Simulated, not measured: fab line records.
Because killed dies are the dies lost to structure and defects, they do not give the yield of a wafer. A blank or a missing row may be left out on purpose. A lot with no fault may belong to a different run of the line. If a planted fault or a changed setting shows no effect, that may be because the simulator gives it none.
fab line records + flow sky130
[record]
- lots = 5
- wafers = 15
- last_day = 50
route steps=708 shown VT_ADJUST_HVTP@89 VT_ADJUST_LVTN@97 VT_ADJUST_NCORE@119
lots that met no fault: taken from a fault-free run of the same line
start_h: start of the lot's first displayed wafer, in hours after the record's first day + wait_h: hours from the lot's prior step to this one + " same as the row above + L1.1+2: several wafers, shown together as one row + - no value, or no start given + * or withheld: withheld + < > ~ a bound
route shown NAME@n: names a module that has steps shown in the file, with the first one's number in the route + usual: mean and standard deviation over wafers with no fault + same: alike in all rows + chamber/n: place in a boat + sites: readings site by site + _std_site: standard deviation of those values + _edge_site: the outer-site mean with the inner-site mean subtracted + radius_mm: for every site, how far away it sits from the centre of the wafer + mask NAME#n: copy n + behind: the last tool/chamber to shape the wafer + hold: the reason the lot was held/the length of the hold in hours/how it ended + device: names the non-switching transistor (n, p or np) + end of line: the same wafers' tests at the end of the route + where a step has no rows: the recipe by itself + killed: not the wafer's yield, but the dies lost to structure and defects at the first sort + map: the dies of a wafer, with x for killed, . for not killed, _ for no die there
set.NAME: the run value of the setting; set.NAME@STEP: its run value at that earlier step + model.NAME: the simulator's own value behind a step, which no gauge read
certain route steps with their lots: each step a table, each wafer a row
services: from which hour (start_h, from the record's first day; less than 0 if before it) a tool's chamber was out of use, for how many hours, and why
[[steps]]
[step SKY_VT_ADJUST_HVTP_EXPOSE_04]
[recipe]
- mask_id = HVTPM
- na = 0.6
- source_shape = conventional
- sigma_outer = 0.6
- polarization = unpolarized
- target_cd_nm = 380
- dose_mj = 140
[step SKY_VT_ADJUST_HVTP_PEB_05]
[recipe]
- temp_c = withheld
- time_s = *
- resist = NOVOLAK
[step SKY_VT_ADJUST_HVTP_DEVELOP_06]
[recipe]
- resist = NOVOLAK
- developer = TMAH
- develop_time_s = 61.85
- dev_temp_c = 23
[step SKY_VT_ADJUST_HVTP_CD_MEAS_07]
[recipe]
- target_cd_nm = 380
[usual]
- cd_nm = 379.0/2.5
| lot.wafer | tool      | chamber | start_h | wait_h | cd_nm |
|-----------|-----------|---------|---------|--------|-------|
| L268.1    | cd_sem-02 | -       | 149.08  | 0.1    | 382.8 |
| L268.5    | "         | -       | "       | "      | 379.6 |
| L268.6    | "         | -       | "       | "      | 382.9 |
| L272.1    | cd_sem-01 | -       | 169.98  | 0.1    | 380.3 |
| L272.2    | "         | -       | "       | "      | 381.1 |
| L272.6    | "         | -       | "       | "      | 381.5 |
| L277.1    | cd_sem-01 | -       | 205.34  | 0.1    | 378.7 |
| L277.4    | "         | -       | "       | "      | 383.0 |
| L277.6    | "         | -       | "       | "      | 379.9 |
| L285.2    | cd_sem-02 | -       | 254.50  | 0.1    | 375.2 |
| L285.3    | "         | -       | "       | "      | 372.8 |
| L285.4    | "         | -       | "       | "      | 374.2 |
| L286.2    | cd_sem-01 | -       | 262.41  | 0.1    | 378.2 |
| L286.3    | "         | -       | "       | "      | 379.3 |
| L286.6    | "         | -       | "       | "      | 379.3 |
[step SKY_VT_ADJUST_HVTP_OVL_MEAS_08]
[usual]
- VT_ADJUST_HVTP_OVL = 1.4/1.7
| lot.wafer | tool       | chamber | start_h | wait_h | VT_ADJUST_HVTP_OVL[nm] |
|-----------|------------|---------|---------|--------|------------------------|
| L268.1    | overlay-01 | -       | 149.20  | 0.1    | 1.6                    |
| L268.5    | "          | -       | "       | "      | 3.6                    |
| L268.6    | "          | -       | "       | "      | 2.4                    |
| L272.1    | overlay-02 | -       | 170.10  | 0.1    | 0.4                    |
| L272.2    | "          | -       | "       | "      | 0.8                    |
| L272.6    | "          | -       | "       | "      | 1.5                    |
| L277.1    | overlay-02 | -       | 205.46  | 0.1    | -0.6                   |
| L277.4    | "          | -       | "       | "      | -0.2                   |
| L277.6    | "          | -       | "       | "      | 0.1                    |
| L285.2    | overlay-02 | -       | 254.60  | 0.1    | -1.7                   |
| L285.3    | "          | -       | "       | "      | 0.3                    |
| L285.4    | "          | -       | "       | "      | 0.8                    |
| L286.2    | overlay-01 | -       | 262.52  | 0.1    | 3.2                    |
| L286.3    | "          | -       | "       | "      | 3.0                    |
| L286.6    | "          | -       | "       | "      | 1.1                    |
[step SKY_VT_ADJUST_HVTP_IMPLANT_09]
[recipe]
- species = As
- energy_kev = 150
- dose_cm2 = 4.3e+12
- tilt_deg = withheld
[step SKY_VT_ADJUST_HVTP_STRIP_10]
[recipe]
- chemistry = O2/N2
- power_w = 1400
- pressure_mtorr = 1500
- platen_temp_c = withheld
- o2_flow_sccm = 3000
- n2_flow_sccm = 300
- overash_fraction = 0.5
[usual]
- drypump_motor_current_A = 5.8/0.48
- oes_product_au = 0.716/0.0043
- strip_time_to_endpoint_s = 14.19/0.041
[same]
- overash_fraction = 0.5
| lot.wafer | tool            | chamber | start_h | wait_h | drypump_motor_current_A | oes_product_au | rf_hours_counter_h | strip_time_to_endpoint_s |
|-----------|-----------------|---------|---------|--------|-------------------------|----------------|--------------------|--------------------------|
| L268.1    | plasma_asher-02 | 0       | 149.39  | 0.1    | 5.0                     | 0.717          | 3                  | 14.19                    |
| L268.5    | "               | 0       | "       | "      | 5.0                     | 0.713          | -                  | 14.14                    |
| L268.6    | "               | 1       | "       | "      | 6.2                     | 0.721          | -                  | 14.16                    |
| L272.1    | plasma_asher-01 | 0       | 170.29  | 0.1    | 5.4                     | 0.719          | 46                 | 14.24                    |
| L272.2    | "               | 1       | "       | "      | 5.9                     | 0.712          | 46                 | 14.20                    |
| L272.6    | "               | 0       | "       | "      | 5.4                     | 0.714          | -                  | 14.17                    |
| L277.1    | plasma_asher-01 | 1       | 205.65  | 0.1    | 5.9                     | 0.717          | 50                 | 14.24                    |
| L277.4    | "               | 1       | "       | "      | 5.9                     | 0.716          | -                  | 14.20                    |
| L277.6    | "               | 0       | "       | "      | 5.4                     | 0.714          | -                  | 14.28                    |
| L285.2    | plasma_asher-01 | 0       | 254.78  | 0.1    | 5.4                     | 0.711          | 55                 | 14.20                    |
| L285.3    | "               | 1       | "       | "      | 5.9                     | 0.717          | -                  | 14.24                    |
| L285.4    | "               | 0       | "       | "      | 5.4                     | 0.715          | -                  | 14.17                    |
| L286.2    | plasma_asher-02 | 0       | 262.70  | 0.1    | 5.0                     | 0.717          | 12                 | 14.24                    |
| L286.3    | "               | 1       | "       | "      | 6.2                     | 0.722          | -                  | 14.25                    |
| L286.6    | "               | 1       | "       | "      | 6.2                     | 0.722          | -                  | 14.23                    |
[step SKY_VT_ADJUST_HVTP_TW_MEAS_11]
[usual]
- VT_ADJUST_HVTP_TW = 1355/12
| lot.wafer | tool          | chamber | start_h | wait_h | VT_ADJUST_HVTP_TW |
|-----------|---------------|---------|---------|--------|-------------------|
| L268.1    | film_metro-03 | -       | 149.49  | 0.1    | 1336              |
| L268.5    | "             | -       | "       | "      | 1336              |
| L268.6    | "             | -       | "       | "      | 1335              |
| L272.1    | film_metro-03 | -       | 170.39  | 0.1    | 1344              |
| L272.2    | "             | -       | "       | "      | 1341              |
| L272.6    | "             | -       | "       | "      | 1343              |
| L277.1    | film_metro-03 | -       | 205.75  | 0.1    | 1343              |
| L277.4    | "             | -       | "       | "      | 1350              |
| L277.6    | "             | -       | "       | "      | 1339              |
| L285.2    | film_metro-02 | -       | 254.89  | 0.1    | 1336              |
| L285.3    | "             | -       | "       | "      | 1339              |
| L285.4    | "             | -       | "       | "      | 1339              |
| L286.2    | film_metro-04 | -       | 262.81  | 0.1    | 1364              |
| L286.3    | "             | -       | "       | "      | 1368              |
| L286.6    | "             | -       | "       | "      | 1357              |
[step SKY_VT_ADJUST_LVTN_DEHYDRATE_00]
[recipe]
- temp_c = 200
- time_s = 60
[step SKY_VT_ADJUST_LVTN_HMDS_01]
[recipe]
- prime_time_s = 60
- prime_temp_c = 120
[step SKY_VT_ADJUST_LVTN_COAT_02]
[recipe]
- spin_rpm = 2000
- resist_thk_nm = 3000
[step SKY_VT_ADJUST_LVTN_SOFTBAKE_03]
[recipe]
- temp_c = 110
- time_s = withheld
[step SKY_VT_ADJUST_LVTN_EXPOSE_04]
[recipe]
- mask_id = NWM_COMPLEMENT_LESS_NATIVE
- na = 0.6
- source_shape = conventional
- sigma_outer = 0.6
- polarization = unpolarized
- target_cd_nm = 840
- dose_mj = 194
| lot.wafer  | tool             | chamber | start_h | wait_h | mask                         |
|------------|------------------|---------|---------|--------|------------------------------|
| L268.1+5+6 | iline_stepper-02 | 0       | 160.48  | -      | NWM_COMPLEMENT_LESS_NATIVE#0 |
| L272.1+2+6 | iline_stepper-02 | 0       | 180.81  | -      | NWM_COMPLEMENT_LESS_NATIVE#0 |
| L277.1+4+6 | iline_stepper-02 | 0       | 216.93  | -      | HVN_STD_DERIVED#0            |
| L285.2+3+4 | iline_stepper-01 | 0       | 267.35  | -      | NWM_COMPLEMENT_LESS_NATIVE#0 |
| L286.2+3+6 | iline_stepper-01 | 0       | 274.57  | -      | NWM_COMPLEMENT_LESS_NATIVE#0 |
[step SKY_VT_ADJUST_LVTN_PEB_05]
[recipe]
- temp_c = 115
- time_s = withheld
[step SKY_VT_ADJUST_LVTN_DEVELOP_06]
[recipe]
- wall_angle_deg = 90
- developer = TMAH
- develop_time_s = 60
- dev_temp_c = 23
[step SKY_VT_ADJUST_LVTN_OVL_MEAS_07]
[usual]
- VT_ADJUST_LVTN_OVL = -0.4/1.3
| lot.wafer | tool       | chamber | start_h | wait_h | VT_ADJUST_LVTN_OVL[nm] |
|-----------|------------|---------|---------|--------|------------------------|
| L268.1    | overlay-01 | -       | 170.20  | -      | 0.1                    |
| L268.5    | "          | -       | "       | "      | 1.1                    |
| L268.6    | "          | -       | "       | "      | 0.2                    |
| L272.1    | overlay-01 | -       | 190.88  | -      | -0.2                   |
| L272.2    | "          | -       | "       | "      | -0.3                   |
| L272.6    | "          | -       | "       | "      | 0.4                    |
| L277.1    | overlay-01 | -       | 227.95  | -      | -                      |
| L277.4    | "          | -       | "       | "      | -                      |
| L277.6    | "          | -       | "       | "      | -                      |
| L285.2    | overlay-02 | -       | 279.08  | -      | 0.3                    |
| L285.3    | "          | -       | "       | "      | 0.7                    |
| L285.4    | "          | -       | "       | "      | -0.5                   |
| L286.2    | overlay-02 | -       | 287.43  | -      | -1.1                   |
| L286.3    | "          | -       | "       | "      | -3.8                   |
| L286.6    | "          | -       | "       | "      | -1.1                   |
[step SKY_VT_ADJUST_LVTN_IMPLANT_08]
[recipe]
- species = B
- energy_kev = 30
- dose_cm2 = 1.57e+12
- tilt_deg = withheld
[step SKY_VT_ADJUST_LVTN_STRIP_09]
[recipe]
- chemistry = O2/N2
- power_w = 1400
- pressure_mtorr = 1500
- platen_temp_c = withheld
- o2_flow_sccm = 3000
- n2_flow_sccm = 300
- overash_fraction = 0.5
[usual]
- drypump_motor_current_A = 5.8/0.43
- oes_product_au = 0.722/0.0043
- strip_time_to_endpoint_s = 36.96/0.095
[same]
- overash_fraction = 0.5
| lot.wafer | tool            | chamber | start_h | wait_h | drypump_motor_current_A | oes_product_au | rf_hours_counter_h | strip_time_to_endpoint_s |
|-----------|-----------------|---------|---------|--------|-------------------------|----------------|--------------------|--------------------------|
| L268.1    | plasma_asher-04 | 1       | 170.39  | 0.1    | 6.2                     | 0.730          | 49                 | 37.06                    |
| L268.5    | "               | 1       | "       | "      | 6.2                     | 0.723          | -                  | 37.04                    |
| L268.6    | "               | 0       | "       | "      | 6.2                     | 0.714          | -                  | 37.11                    |
| L272.1    | plasma_asher-01 | 1       | 191.06  | 0.1    | 5.9                     | 0.726          | 49                 | 37.06                    |
| L272.2    | "               | 0       | "       | "      | 5.4                     | 0.722          | 49                 | 37.04                    |
| L272.6    | "               | 1       | "       | "      | 5.9                     | 0.727          | -                  | 37.19                    |
| L277.1    | plasma_asher-02 | 1       | 228.14  | 0.1    | 6.2                     | 0.725          | 9                  | 37.07                    |
| L277.4    | "               | 0       | "       | "      | 5.0                     | 0.717          | -                  | 37.03                    |
| L277.6    | "               | 0       | "       | "      | 5.0                     | 0.719          | -                  | 37.03                    |
| L285.2    | plasma_asher-01 | 0       | 279.26  | 0.1    | 5.4                     | 0.719          | 58                 | 36.94                    |
| L285.3    | "               | 1       | "       | "      | 5.9                     | 0.726          | -                  | 36.94                    |
| L285.4    | "               | 0       | "       | "      | 5.4                     | 0.729          | -                  | 36.95                    |
| L286.2    | plasma_asher-01 | 0       | 287.61  | 0.1    | 5.4                     | 0.721          | 59                 | 36.96                    |
| L286.3    | "               | 0       | "       | "      | 5.4                     | 0.720          | -                  | 36.91                    |
| L286.6    | "               | 0       | "       | "      | 5.4                     | 0.725          | -                  | 36.74                    |
[step SKY_VT_ADJUST_LVTN_TW_MEAS_10]
[usual]
- VT_ADJUST_LVTN_TW = 239.9/2.9
| lot.wafer | tool          | chamber | start_h | wait_h | VT_ADJUST_LVTN_TW |
|-----------|---------------|---------|---------|--------|-------------------|
| L268.1    | film_metro-01 | -       | 170.49  | 0.1    | 234.9             |
| L268.5    | "             | -       | "       | "      | 236.6             |
| L268.6    | "             | -       | "       | "      | 236.1             |
| L272.1    | film_metro-02 | -       | 191.16  | 0.1    | 240.6             |
| L272.2    | "             | -       | "       | "      | 239.5             |
| L272.6    | "             | -       | "       | "      | 240.0             |
| L277.1    | film_metro-01 | -       | 228.24  | 0.1    | 29.6              |
| L277.4    | "             | -       | "       | "      | 29.4              |
| L277.6    | "             | -       | "       | "      | 29.5              |
| L285.2    | film_metro-01 | -       | 279.37  | 0.1    | 237.1             |
| L285.3    | "             | -       | "       | "      | 238.2             |
| L285.4    | "             | -       | "       | "      | 237.2             |
| L286.2    | film_metro-01 | -       | 287.72  | 0.1    | 236.5             |
| L286.3    | "             | -       | "       | "      | 238.4             |
| L286.6    | "             | -       | "       | "      | 237.5             |
[step SKY_VT_ADJUST_LVTN_DEHYDRATE_11]
[recipe]
- temp_c = 200
- time_s = 60
[step SKY_VT_ADJUST_LVTN_HMDS_12]
[recipe]
- prime_time_s = 60
- prime_temp_c = 120
[step SKY_VT_ADJUST_LVTN_COAT_13]
[recipe]
- resist = NOVOLAK
- spin_rpm = 3000
- resist_thk_nm = 1140
[step SKY_VT_ADJUST_LVTN_SOFTBAKE_14]
[recipe]
- temp_c = 90
- time_s = 60
- resist = NOVOLAK
[step SKY_VT_ADJUST_LVTN_EXPOSE_15]
[recipe]
- mask_id = HVN_STD_DERIVED
- na = 0.6
- source_shape = conventional
- sigma_outer = 0.6
- polarization = unpolarized
- target_cd_nm = 600
- dose_mj = 163
[step SKY_VT_ADJUST_LVTN_PEB_16]
[recipe]
- temp_c = withheld
- time_s = *
- resist = NOVOLAK
[step SKY_VT_ADJUST_LVTN_DEVELOP_17]
[recipe]
- resist = NOVOLAK
- developer = TMAH
- develop_time_s = 60
- dev_temp_c = 23
[step SKY_VT_ADJUST_LVTN_OVL_MEAS_18]
[usual]
- VT_ADJUST_LVTN_01_OVL = -0.1/1.3
| lot.wafer | tool       | chamber | start_h | wait_h | VT_ADJUST_LVTN_01_OVL[nm] |
|-----------|------------|---------|---------|--------|---------------------------|
| L268.1    | overlay-02 | -       | 190.88  | 0.1    | -1.0                      |
| L268.5    | "          | -       | "       | "      | 0.6                       |
| L268.6    | "          | -       | "       | "      | -0.7                      |
| L272.1    | overlay-01 | -       | 211.88  | 0.1    | -1.3                      |
| L272.2    | "          | -       | "       | "      | -1.6                      |
| L272.6    | "          | -       | "       | "      | -1.4                      |
| L277.1    | overlay-02 | -       | 251.48  | 0.1    | -0.3                      |
| L277.4    | "          | -       | "       | "      | 1.1                       |
| L277.6    | "          | -       | "       | "      | -0.9                      |
| L285.2    | overlay-02 | -       | 304.41  | 0.1    | -2.4                      |
| L285.3    | "          | -       | "       | "      | -0.7                      |
| L285.4    | "          | -       | "       | "      | -1.1                      |
| L286.2    | overlay-01 | -       | 312.59  | 0.1    | 0.8                       |
| L286.3    | "          | -       | "       | "      | 1.3                       |
| L286.6    | "          | -       | "       | "      | 0.1                       |
[step SKY_VT_ADJUST_LVTN_IMPLANT_19]
[recipe]
- species = B
- energy_kev = 30
- dose_cm2 = 6.552e+11
- tilt_deg = withheld
[step SKY_VT_ADJUST_LVTN_STRIP_20]
[recipe]
- chemistry = O2/N2
- power_w = 1400
- pressure_mtorr = 1500
- platen_temp_c = withheld
- o2_flow_sccm = 3000
- n2_flow_sccm = 300
- overash_fraction = 0.5
[usual]
- drypump_motor_current_A = 5.8/0.51
- oes_product_au = 0.716/0.0045
- strip_time_to_endpoint_s = 14.20/0.036
[same]
- overash_fraction = 0.5
| lot.wafer | tool            | chamber | start_h | wait_h | drypump_motor_current_A | oes_product_au | rf_hours_counter_h | strip_time_to_endpoint_s |
|-----------|-----------------|---------|---------|--------|-------------------------|----------------|--------------------|--------------------------|
| L268.1    | plasma_asher-02 | 1       | 191.07  | 0.1    | 6.2                     | 0.721          | 6                  | 14.29                    |
| L268.5    | "               | 1       | "       | "      | 6.2                     | 0.716          | -                  | 14.28                    |
| L268.6    | "               | 0       | "       | "      | 5.0                     | 0.710          | -                  | 14.29                    |
| L272.1    | plasma_asher-01 | 1       | 212.06  | 0.1    | 5.9                     | 0.710          | 51                 | 14.19                    |
| L272.2    | "               | 0       | "       | "      | 5.4                     | 0.721          | 51                 | 14.18                    |
| L272.6    | "               | 1       | "       | "      | 5.9                     | 0.723          | -                  | 14.18                    |
| L277.1    | plasma_asher-04 | 1       | 251.67  | 0.1    | 6.2                     | 0.720          | 57                 | 14.25                    |
| L277.4    | "               | 0       | "       | "      | 6.3                     | 0.708          | -                  | 14.26                    |
| L277.6    | "               | 0       | "       | "      | 6.2                     | 0.712          | -                  | 14.22                    |
| L285.2    | plasma_asher-01 | 0       | 304.59  | 0.1    | 5.4                     | 0.718          | 61                 | 14.19                    |
| L285.3    | "               | 0       | "       | "      | 5.4                     | 0.714          | -                  | 14.19                    |
| L285.4    | "               | 1       | "       | "      | 5.9                     | 0.715          | -                  | 14.20                    |
| L286.2    | plasma_asher-01 | 1       | 312.77  | 0.1    | 5.9                     | 0.715          | 62                 | 14.17                    |
| L286.3    | "               | 0       | "       | "      | 5.4                     | 0.715          | -                  | 14.18                    |
| L286.6    | "               | 0       | "       | "      | 5.4                     | 0.726          | -                  | 14.17                    |
[step SKY_VT_ADJUST_LVTN_TW_MEAS_21]
[usual]
- VT_ADJUST_LVTN_2_TW = 188.1/2.4
| lot.wafer | tool          | chamber | start_h | wait_h | VT_ADJUST_LVTN_2_TW |
|-----------|---------------|---------|---------|--------|---------------------|
| L268.1    | film_metro-01 | -       | 191.17  | 0.1    | 184.0               |
| L268.5    | "             | -       | "       | "      | 184.6               |
| L268.6    | "             | -       | "       | "      | 184.3               |
| L272.1    | film_metro-02 | -       | 212.16  | 0.1    | 186.9               |
| L272.2    | "             | -       | "       | "      | 186.9               |
| L272.6    | "             | -       | "       | "      | 187.2               |
| L277.1    | film_metro-02 | -       | 251.77  | 0.1    | 264.9               |
| L277.4    | "             | -       | "       | "      | 265.7               |
| L277.6    | "             | -       | "       | "      | 263.5               |
| L285.2    | film_metro-04 | -       | 304.70  | 0.1    | 189.9               |
| L285.3    | "             | -       | "       | "      | 190.2               |
| L285.4    | "             | -       | "       | "      | 190.3               |
| L286.2    | film_metro-04 | -       | 312.88  | 0.1    | 190.5               |
| L286.3    | "             | -       | "       | "      | 191.4               |
| L286.6    | "             | -       | "       | "      | 191.2               |
[step SKY_VT_ADJUST_NCORE_DEHYDRATE_00]
[recipe]
- temp_c = 200
- time_s = 60
[[services]]
| tool             | chamber | start_h | hours | kind                    |
|------------------|---------|---------|-------|-------------------------|
| plasma_asher-01  | -       | 153.73  | 2.8   | pm                      |
| iline_stepper-01 | 0       | 174.26  | -     | calibration             |
| plasma_asher-02  | -       | 174.68  | 13.5  | repair                  |
| iline_stepper-02 | 0       | 181.34  | -     | calibration             |
| iline_stepper-02 | -       | 254.75  | 8.9   | pm                      |
| iline_stepper-02 | -       | 263.64  | 2.1   | pm                      |
| plasma_asher-04  | -       | 263.98  | 2.8   | pm                      |
| iline_stepper-02 | -       | 265.73  | -     | consumable_replace:lamp |
| iline_stepper-02 | -       | 265.73  | 1.7   | pm                      |
| plasma_asher-04  | -       | 269.14  | 4.6   | repair                  |
| iline_stepper-02 | -       | 295.30  | 28.9  | pm                      |
| plasma_asher-02  | -       | 298.69  | 0.9   | repair                  |
[[key]]
[first_sign]
- step = SKY_VT_ADJUST_LVTN_EXPOSE_04
- reading = mask
- direction = changed
[effect]
- step = SKY_VT_ADJUST_LVTN_OVL_MEAS_07
- reading = VT_ADJUST_LVTN_OVL
- direction = missing
[effect]
- step = SKY_VT_ADJUST_LVTN_TW_MEAS_10
- reading = VT_ADJUST_LVTN_TW
- direction = down
- sigmas = 73
- usual = 239.9
- struck = 29.5
[effect]
- step = SKY_VT_ADJUST_LVTN_TW_MEAS_21
- reading = VT_ADJUST_LVTN_2_TW
- direction = up
- sigmas = 32
- usual = 188.1
- struck = 264.7
met_at SKY_VT_ADJUST_LVTN_EXPOSE_04
struck_wafers L277.1,L277.4,L277.6
sort_left_out L277.1,L277.4,L277.6
tester_left_out L277
onset_between 180.81 216.93
[fault]
- kind = wrong_mask
- tool = any
- chamber = -
- onset_h = 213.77
- steps = SKY_VT_ADJUST_LVTN_EXPOSE_04
- aux_copy = HVN_STD_DERIVED#0
- scope = struck_lots_only
// tester_left_out: of these lots the tester's yield and bins aren't shown, on N5 and GAA mostly nor the transistor test; their killed dies are dies lost to structure and defects alone, not to doping, threshold or leakage, so they don't give the yield
// sort_left_out: the simulated sort isn't trusted on such a fault, so these wafers' sort isn't shown, and their yield isn't known
